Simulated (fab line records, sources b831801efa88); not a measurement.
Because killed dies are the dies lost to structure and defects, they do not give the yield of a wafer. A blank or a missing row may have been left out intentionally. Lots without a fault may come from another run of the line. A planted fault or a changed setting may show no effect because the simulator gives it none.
Chamber matching + flow gf180mcu + cmp-02 running GF_STI_CMP_25: 4 sister chambers
The step polishes, stops on Si3N4, t overpolish 33 s, target thk 524.6 nm. 4 wafers are shown with their chamber, then 11 later ones without.

## WAFERS PAIRED WITH THEIR CHAMBERS
| wafer  | chamber | motorCurrentA (A) |
|--------|---------|-------------------|
| L246.5 | 0       | 11.6              |
| L250.2 | 1       | 13.9              |
| L250.5 | 3       | 13.1              |
| L253.4 | 2       | 11.7              |

## WAFERS WITH NO CHAMBER GIVEN
| wafer  | motorCurrentA (A) |
|--------|-------------------|
| L253.5 | 11.3              |
| L253.6 | 13.8              |
| L254.1 | 12.1              |
| L254.2 | 13.1              |
| L254.3 | 12.6              |
| L255.2 | 12.1              |
| L255.3 | 11.5              |
| L255.4 | 12.3              |
| L256.2 | 11.4              |
| L256.4 | 13.4              |
| L256.6 | 10.9              |

## WHICH CHAMBER EACH ONE RAN IN
| wafer  | from the rows above          | in truth                   |
|--------|------------------------------|----------------------------|
| L253.5 | can't be placed: 0 or 2      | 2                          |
| L253.6 | can't be placed: 1 or 3      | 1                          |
| L254.1 | can't be placed: 2 or 0 or 3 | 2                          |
| L254.2 | 3                            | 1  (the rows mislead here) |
| L254.3 | can't be placed: 3 or 2 or 0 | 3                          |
| L255.2 | can't be placed: 2 or 0 or 3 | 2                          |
| L255.3 | can't be placed: 0 or 2      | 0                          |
| L255.4 | can't be placed: 2 or 0 or 3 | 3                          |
| L256.2 | can't be placed: 0 or 2      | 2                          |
| L256.4 | can't be placed: 3 or 1      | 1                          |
| L256.6 | can't be placed: 0 or 2      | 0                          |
Placed correctly: 0 of 11. Cannot be placed on the basis of these rows: 10; the candidates contain the true chamber in 10. Placed wrongly: 1.
How it was worked out, from the rows above alone: a wafer's distance from a chamber is the root of the sum, over the readings, of the square of ((its reading less the chamber's mean) divided by the reading's scatter). If the next closest chamber is less than 2 further off than the closest, the wafer can't be placed; otherwise it belongs to the closest. The mean given for a chamber averages the wafers shown for that chamber. The scatter (one wafer shown for each chamber): square how far every hidden wafer sits from the nearest shown wafer, average those squares and take the square root.
